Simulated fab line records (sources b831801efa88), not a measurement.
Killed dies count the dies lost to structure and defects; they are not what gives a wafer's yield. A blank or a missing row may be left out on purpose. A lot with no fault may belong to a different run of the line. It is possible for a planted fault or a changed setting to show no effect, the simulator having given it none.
2 desks looking at one fault + flow gf180mcu + each desk holds nothing but its own numbers, with what lay behind them at the end

== DESK OF THE TOOL OWNER: litho_track-03 ==
The tool's own readings at GF_M4_COAT_09 (resist thk 1000 nm): means of the sampled wafers that have a number, for each lot that ran on this tool. A lot is out of limits, marked OUT, if its mean lies more than 4 standard deviations from the usual mean; the brackets give that distance.
Columns: A = chill_plate_temp_C at GF_M4_COAT_09, usual 22.99 C
| lot  | first seen here | A     |
|------|-----------------|-------|
| L324 | day 23 15:44    | 23.01 |
| L326 | day 23 21:29    | 23.06 |
| L327 | day 24 16:17    | 22.99 |
| L330 | day 25 13:02    | 22.97 |
| L336 | day 27 09:59    | 22.94 |
| L341 | day 28 21:56    | 22.96 |
This desk's verdict: no lot among the 6 shows anything out of limits.

== THE METROLOGY DESK ==
What the gauges read, lot by lot, whatever tool the lot ran on: means of the sampled wafers that have a number. A lot is out of limits, marked OUT, if its mean lies more than 4 standard deviations from the usual mean; the brackets give that distance.
Columns: A = cd_nm at GF_V3_CD_MEAS_14, usual 259.8 nm; B = V3_OVL at GF_V3_OVL_MEAS_15, usual 0 nm
| lot  | first seen here | A     | B  |
|------|-----------------|-------|----|
| L323 | day 22 05:25    | 259.6 | -6 |
| L324 | day 23 03:05    | 259.0 | 4  |
| L325 | day 23 05:46    | 261.6 | -4 |
| L326 | day 23 08:34    | 258.8 | 12 |
| L327 | day 24 03:35    | 260.4 | -9 |
| L328 | day 24 17:38    | 259.2 | 3  |
| L330 | day 25 00:48    | 259.3 | 0  |
| L331 | day 25 09:27    | 260.9 | 2  |
| L333 | day 25 23:50    | 260.4 | 3  |
| L336 | day 26 21:57    | 260.5 | -3 |
| L341 | day 28 10:49    | 259.2 | -4 |
| L345 | day 29 09:26    | 259.5 | 0  |
This desk's verdict: no lot among the 12 shows anything out of limits.

== BROUGHT TOGETHER ==
The tool owner's desk saw nothing out of limits.
From the metrology desk's view, nothing was out of limits.

== WHAT THE SIMULATOR PUT IN ==
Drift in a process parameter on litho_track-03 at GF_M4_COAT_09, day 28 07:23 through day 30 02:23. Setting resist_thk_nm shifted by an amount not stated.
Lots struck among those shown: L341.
